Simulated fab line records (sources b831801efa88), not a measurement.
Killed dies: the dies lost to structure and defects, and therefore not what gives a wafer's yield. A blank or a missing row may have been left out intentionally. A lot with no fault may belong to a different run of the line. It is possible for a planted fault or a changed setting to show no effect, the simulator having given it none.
Which of the tools did it? || flow sky130 || 6 lots, 18 wafers sampled, at 2 steps of a route of 708

## WHAT THE GAUGES SHOWED, per wafer
SKY_VIA3_THK_MEAS_01.
{"lot": "L732", "measured": "day 39 10:42", "on": "film-metro-02", "VIA3_HDPCVD_THK (nm)": "1683 1650 1674"}
{"lot": "L734", "measured": "day 40 09:11", "on": "film-metro-02", "VIA3_HDPCVD_THK (nm)": "1630 1636 1632"}
{"lot": "L737", "measured": "day 41 04:37", "on": "film-metro-02", "VIA3_HDPCVD_THK (nm)": "1654 1627 1665"}
{"lot": "L740", "measured": "day 42 02:54", "on": "film-metro-03", "VIA3_HDPCVD_THK (nm)": "1642 1633 1632"}
{"lot": "L747", "measured": "day 43 15:19", "on": "film-metro-03", "VIA3_HDPCVD_THK (nm)": "1621 1619 1623"}
{"lot": "L751", "measured": "day 44 17:52", "on": "film-metro-04", "VIA3_HDPCVD_THK (nm)": "1657 1634 1628"}

## WHICH TOOL RAN EACH LOT (tool, then ch and the chambers of the sampled wafers, then the start)
{"lot": "L732", "SKY_METAL3_SPUTTER_03": "pvd-sputter-02, day 37 06:39"}
{"lot": "L734", "SKY_METAL3_SPUTTER_03": "pvd-sputter-01, day 38 05:07"}
{"lot": "L737", "SKY_METAL3_SPUTTER_03": "pvd-sputter-04, day 39 01:20"}
{"lot": "L740", "SKY_METAL3_SPUTTER_03": "pvd-sputter-04, day 40 01:17"}
{"lot": "L747", "SKY_METAL3_SPUTTER_03": "pvd-sputter-04, day 41 14:29"}
{"lot": "L751", "SKY_METAL3_SPUTTER_03": "pvd-sputter-02, day 42 19:10"}
- SKY_METAL3_SPUTTER_03: material Ti, target thk 5 nm, time 3.3 s.

## THE ANSWER, worked out from the rows above alone
Rule: the usual values come from the lots themselves. The widest of any qualifying gaps counts: lots, ordered by their means at a reading, are off when they make up no more than a third of the lots, leave a main group of 4 or more, and stand apart from it by 3 or more times the standard deviation of that group's means. A main group is skipped when, at the precision printed for the reading in the tables above, its means are all equal. A lot without any number at a reading at which 4 lots or more have one is off too. All remaining lots with rows at the step are treated as sound.
None of the lots is off at any reading shown; this tells nothing.

## WHAT THE SIMULATOR HAD INSERTED
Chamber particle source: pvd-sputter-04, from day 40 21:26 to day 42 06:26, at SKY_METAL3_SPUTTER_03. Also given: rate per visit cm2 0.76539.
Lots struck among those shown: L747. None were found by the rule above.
